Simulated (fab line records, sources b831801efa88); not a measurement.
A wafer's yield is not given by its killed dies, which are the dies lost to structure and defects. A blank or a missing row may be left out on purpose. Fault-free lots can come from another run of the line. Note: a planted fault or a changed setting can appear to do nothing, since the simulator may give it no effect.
Split-lot trial + flow sky130 + 23 wafers read across 5 lots, on a route 708 steps long

## THE SPLIT ITSELF
At SKY_CAPM_SOFTBAKE_08 (time 60 s), the setting temp c was moved away from the recipe's 90 C on 11 of the 23 wafers read, by -2.8% to +3.2%. All remaining wafers had this setting at the recipe value.

## FROM THE SPLIT TO THE READING: what the file shows between them, 3 steps
- SKY_CAPM_EXPOSE_09: exposes mask CAPM, target cd 1000 nm
- SKY_CAPM_PEB_10
- SKY_CAPM_DEVELOP_11: develop time 60 s

## THE READING
NOVOLAK_of_CAPM_COAT_07.thk nm (the simulator's own value, which no gauge read), in nm, at SKY_CAPM_METAL_ETCH_13 (etches TiN in Cl2/BCl3, stops on SiO2, target depth 220 nm, time 62.9 s). The file does not state a usual value for it. Average 992.9 nm, standard deviation 3.1 nm, over the 12 wafers here run with the recipe.

| wafer  | tool, chamber at the split | temp c as run, C | against the recipe | NOVOLAK_of_CAPM_COAT_07.thk nm, nm | against lot-mates on the recipe |
|--------|----------------------------|------------------|--------------------|------------------------------------|---------------------------------|
| L077.1 | litho track-03, 0          | 90               | recipe             | 987.7                              | -                               |
| L077.2 | litho track-03, 0          | 91.54            | +1.7%              | 983.1                              | -5.4                            |
| L077.3 | litho track-03, 0          | 91.54            | +1.7%              | 985                                | -3.5                            |
| L077.4 | litho track-03, 0          | 91.54            | +1.7%              | 985.9                              | -2.6                            |
| L077.5 | litho track-03, 0          | 90               | recipe             | 989.4                              | -                               |
| L074.1 | litho track-03, 0          | 91.29            | +1.4%              | 988.9                              | -4.4                            |
| L074.2 | litho track-03, 0          | 91.29            | +1.4%              | 992.9                              | -0.4                            |
| L074.3 | litho track-03, 0          | 90               | recipe             | 994.5                              | -                               |
| L074.5 | litho track-03, 0          | 91.29            | +1.4%              | 991.3                              | -2.0                            |
| L074.6 | litho track-03, 0          | 90               | recipe             | 992.1                              | -                               |
| L079.2 | litho track-03, 0          | 87.45            | -2.8%              | 1006                               | +11.2                           |
| L079.4 | litho track-03, 0          | 87.45            | -2.8%              | 1006                               | +11.2                           |
| L079.3 | litho track-03, 0          | 90               | recipe             | 995.3                              | -                               |
| L079.5 | litho track-03, 0          | 90               | recipe             | 994.4                              | -                               |
| L079.6 | litho track-03, 0          | 87.45            | -2.8%              | 1004                               | +9.2                            |
| L080.1 | litho track-04, 0          | 90               | recipe             | 997.9                              | -                               |
| L080.2 | litho track-04, 0          | 90               | recipe             | 995.9                              | -                               |
| L080.3 | litho track-04, 0          | 92.85            | +3.2%              | 982.1                              | -14.1                           |
| L080.4 | litho track-04, 0          | 90               | recipe             | 994.8                              | -                               |
| L080.5 | litho track-04, 0          | 92.85            | +3.2%              | 982.6                              | -13.6                           |
| L082.4 | litho track-04, 0          | 90               | recipe             | 990.6                              | -                               |
| L082.5 | litho track-04, 0          | 90               | recipe             | 994.3                              | -                               |
| L082.6 | litho track-04, 0          | 90               | recipe             | 988.4                              | -                               |

FIT RESULTS
A straight line over all 23 wafers: NOVOLAK_of_CAPM_COAT_07.thk nm changes by -3.85 nm for each +1% of temp c; r = -0.91; the points scatter about the line by 2.9 nm.
The same after taking each lot's own level away (the mean of its wafers on the recipe; 23 wafers): -3.55 nm for each +1%; r = -0.94; scatter 2.1 nm.
Per that fit: largest temp c move, reading shift of 11 nm.
Measured against the standard deviation above, the lots' own levels, which go from 988.55 to 996.20 nm, span 2.5 times it.
The two slopes are in agreement: the lot-to-lot level therefore moves the slope only a little.
Check: with one of the wafers moved furthest among these (+3.2%) left out of the fit, the line predicts -10 nm for it against its lot-mates. Against them it came out at -14.1 nm.

## THE WHOLE CHAIN: every reading that the file lists as answering this split, in the file's order
| step                   | what it does                                                            | reading                                                                         | change (the file's fit)              | r (the file's) |
|------------------------|-------------------------------------------------------------------------|---------------------------------------------------------------------------------|--------------------------------------|----------------|
| SKY_CAPM_DEVELOP_11    | develop time 60 s                                                       | NOVOLAK_of_CAPM_COAT_07.thk nm (the simulator's own value, which no gauge read) | -2.96 nm for each +1% of the setting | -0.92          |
| SKY_CAPM_METAL_ETCH_13 | etches TiN in Cl2/BCl3, stops on SiO2, target depth 220 nm, time 62.9 s | NOVOLAK_of_CAPM_COAT_07.thk nm (the simulator's own value, which no gauge read) | -3.64 nm for each +1% of the setting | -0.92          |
| SKY_CAPM_STRIP_14      | strips in O2/N2                                                         | strip time to endpoint s                                                        | withheld for each +1% of the setting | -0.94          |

## FILE'S OWN FIT
NOVOLAK_of_CAPM_COAT_07.thk nm changes by -3.64 nm for each +1% of temp c, r = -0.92.
